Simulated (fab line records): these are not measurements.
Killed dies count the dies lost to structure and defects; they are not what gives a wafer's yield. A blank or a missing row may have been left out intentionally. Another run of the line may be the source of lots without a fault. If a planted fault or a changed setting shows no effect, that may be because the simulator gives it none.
Which tool was responsible? ; flow sky130 ; Sampling: 11 lots, 33 wafers, 5 of 708 route steps

WHAT THE GAUGES READ, wafer by wafer
SKY_DNWELL_TW_MEAS_09.
lot;measured;on;DNWELL_TW
L807;day 3 09:47;film metro-01;1110 1102 1107
L808;day 3 15:19;film metro-01;1118 1107 1108
L809;day 3 19:05;film metro-01;1108 1104 1105
L811;day 4 06:32;film metro-01;1099 1102 1101
L814;day 4 23:10;film metro-03;1118 1108 1114
L817;day 5 20:52;film metro-02;30 30 30
L825;day 7 11:56;film metro-03;1103 1110 1105
L826;day 7 16:23;film metro-03;1107 1114 1111
L827;day 8 00:39;film metro-01;1098 1101 1097
L828;day 8 03:24;film metro-03;1105 1113 1107
L829;day 8 12:05;film metro-02;1109 1105 1107

SKY_PWDE_TW_MEAS_10.
lot;measured;on;PWDE_TW
L807;day 4 02:14;film metro-01;370.5 370.5 370.2
L808;day 4 07:20;film metro-03;371.8 372.5 372.1
L809;day 4 12:26;film metro-03;371.2 372.8 372.1
L811;day 4 23:18;film metro-01;370.0 369.4 371.1
L814;day 5 16:33;film metro-02;372.9 373.4 372.0
L817;day 6 15:29;film metro-03;1120.5 1119.4 1124.7
L825;day 8 08:17;film metro-01;367.1 366.7 370.3
L826;day 8 12:28;film metro-01;365.6 366.9 368.5
L827;day 8 19:25;film metro-03;371.1 372.6 371.9
L828;day 8 23:28;film metro-02;371.9 371.0 371.2
L829;day 9 09:19;film metro-03;372.9 374.0 374.7

SKY_CONTACT_RS_MEAS_25: measures by four-point-probe.
lot;measured;on;CONTACT_W_RS (ohm/sq)
L807;day 31 21:52;film metro-02;0.339 0.330 0.325
L808;day 32 02:28;film metro-04;0.336 0.337 0.325
L809;day 32 12:05;film metro-04;0.330 0.340 0.331
L811;day 32 22:07;film metro-04;0.328 0.336 0.336
L814;day 34 04:04;film metro-04;0.332 0.343 0.330
L817;day 35 12:02;film metro-01;0.327 0.342 0.330
L825;day 37 14:38;film metro-01;0.327 0.327 0.340
L826;day 37 19:38;film metro-04;0.341 0.339 0.329
L827;day 38 05:37;film metro-01;0.328 0.340 0.343
L828;day 38 12:00;film metro-04;0.329 0.342 0.344
L829;day 38 15:17;film metro-04;0.333 0.338 0.336

EACH LOT AND THE TOOL THAT RAN IT (in order: tool; ch and the chambers of the sampled wafers; start)
lot;SKY_DNWELL_EXPOSE_04;SKY_LI_CONTACT_SPUTTER_19
L807;iline stepper-02 ch 0, day 3 01:11;pvd sputter-01, day 29 12:34
L808;iline stepper-02 ch 0, day 3 07:05;pvd sputter-04, day 29 16:46
L809;iline stepper-01 ch 0, day 3 10:58;pvd sputter-04, day 30 01:50
L811;iline stepper-02 ch 0, day 3 21:56;pvd sputter-02, day 30 12:31
L814;iline stepper-01 ch 0, day 4 14:56;pvd sputter-02, day 31 18:44
L817;iline stepper-02 ch 0, day 5 12:01;pvd sputter-02, day 33 03:02
L825;iline stepper-01 ch 0, day 7 02:01;pvd sputter-01, day 35 07:41
L826;iline stepper-01 ch 0, day 7 06:08;pvd sputter-02, day 35 12:13
L827;iline stepper-01 ch 0, day 7 14:38;pvd sputter-04, day 35 22:19
L828;iline stepper-02 ch 0, day 7 17:35;pvd sputter-04, day 36 04:58
L829;iline stepper-01 ch 0, day 8 01:37;pvd sputter-04, day 36 08:41
- SKY_DNWELL_EXPOSE_04: exposes mask DNM, target cd 3000 nm.
- SKY_LI_CONTACT_SPUTTER_19: material Ti, target thk 20 nm, time 106.37 s.

AS READ BY THE TOOLS THEMSELVES (means over the sampled wafers that have a number; for cases with no such wafer, the mark the record gives instead)
SKY_LI_CONTACT_SPUTTER_19.
lot;tool;cathode dc power W (W);throttle valve pct (%)
L807;pvd sputter-01;2499.7;29.8
L808;pvd sputter-04;2499.9;31.1
L809;pvd sputter-04;2500.1;29.8
L811;pvd sputter-02;2500.1;29.7
L814;pvd sputter-02;2499.9;29.7
L817;pvd sputter-02;2500.2;29.6
L825;pvd sputter-01;2499.7;29.9
L826;pvd sputter-02;2499.8;29.4
L827;pvd sputter-04;2499.5;29.7
L828;pvd sputter-04;2499.9;30.0
L829;pvd sputter-04;2499.9;31.0

THE ANSWER, worked out from the rows above alone
Rule: the usual values come from the lots themselves. Put in order of their means at a reading, lots are off if they are a third of the lots or fewer, leave a main group of 4 or more, and stand apart from it by a gap of 3 or more times the standard deviation of the main group's means; of several such gaps the widest counts. A main group is skipped when, at the precision printed for the reading in the tables above, its means are all equal. Also off: a lot with no number at a reading for which 4 or more lots have one. Any other lot the step has rows for is counted as sound. First the gauges in route order, then the tools' own readings, where a lot's mean is used as printed above. The first step at which some lot is off is used, and at that step the reading that is off furthest; a lot without a number counts as furthest.
Off: L817, at SKY_DNWELL_TW_MEAS_09 (DNWELL_TW). The main group: mean 1107, standard deviation 4.3.
A tool fits if, at a process step before that reading, it ran every lot that is off, and no sound lot after the first of them. The gauges at SKY_DNWELL_TW_MEAS_09 aren't tried: what is off there is off at SKY_PWDE_TW_MEAS_10 too, on other tools, and a gauge's error can't cause that. Of those tried, none fits.

WHAT THE SIMULATOR HAD PUT IN
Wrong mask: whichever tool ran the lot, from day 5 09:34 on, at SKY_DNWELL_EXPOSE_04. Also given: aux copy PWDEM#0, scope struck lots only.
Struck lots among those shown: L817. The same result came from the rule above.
